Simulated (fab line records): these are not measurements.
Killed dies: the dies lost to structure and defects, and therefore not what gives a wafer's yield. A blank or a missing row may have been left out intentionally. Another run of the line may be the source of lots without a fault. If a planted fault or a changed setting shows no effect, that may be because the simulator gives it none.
Which of the tools did it? || flow sky130 || 36 wafers sampled from 12 lots at 1 step of a route of 708

== WHAT THE GAUGES SHOWED, per wafer ==
SKY_LDD_HVP_TW_MEAS_10.
{"lot": "L075", "measured": "day 21 03:44", "on": "filmMetro-02", "LDD_HVP_TW": "456 455 458"}
{"lot": "L077", "measured": "day 22 03:13", "on": "filmMetro-01", "LDD_HVP_TW": "446 445 445"}
{"lot": "L079", "measured": "day 23 05:51", "on": "filmMetro-03", "LDD_HVP_TW": "458 458 455"}
{"lot": "L081", "measured": "day 23 19:22", "on": "filmMetro-02", "LDD_HVP_TW": "457 458 457"}
{"lot": "L083", "measured": "day 24 11:43", "on": "filmMetro-03", "LDD_HVP_TW": "453 454 454"}
{"lot": "L086", "measured": "day 25 13:46", "on": "filmMetro-01", "LDD_HVP_TW": "446 445 450"}
{"lot": "L087", "measured": "day 26 01:40", "on": "filmMetro-01", "LDD_HVP_TW": "442 443 442"}
{"lot": "L089", "measured": "day 26 19:06", "on": "filmMetro-02", "LDD_HVP_TW": "457 460 456"}
{"lot": "L091", "measured": "day 27 09:54", "on": "filmMetro-01", "LDD_HVP_TW": "442 441 443"}
{"lot": "L093", "measured": "day 29 23:04", "on": "filmMetro-01", "LDD_HVP_TW": "446 444 444"}
{"lot": "L094", "measured": "day 30 01:58", "on": "filmMetro-03", "LDD_HVP_TW": "452 450 451"}
{"lot": "L095", "measured": "day 30 06:55", "on": "filmMetro-02", "LDD_HVP_TW": "457 456 455"}

== WHICH TOOL RAN EACH LOT (tool, then ch and the chambers of the sampled wafers, then the start) ==
Before these readings, the record contains no process step.

== THE ANSWER, worked out from the rows above alone ==
Rule: the usual values come from the lots themselves. The widest of any qualifying gaps counts: lots, ordered by their means at a reading, are off when they make up no more than a third of the lots, leave a main group of 4 or more, and stand apart from it by 3 or more times the standard deviation of that group's means. Not used: any main group whose means are identical at the precision the tables above print for the reading. A lot without any number at a reading at which 4 lots or more have one is off too. All remaining lots with rows at the step are treated as sound.
None of the lots is off at any reading shown; this tells nothing.

== WHAT THE SIMULATOR HAD PUT IN ==
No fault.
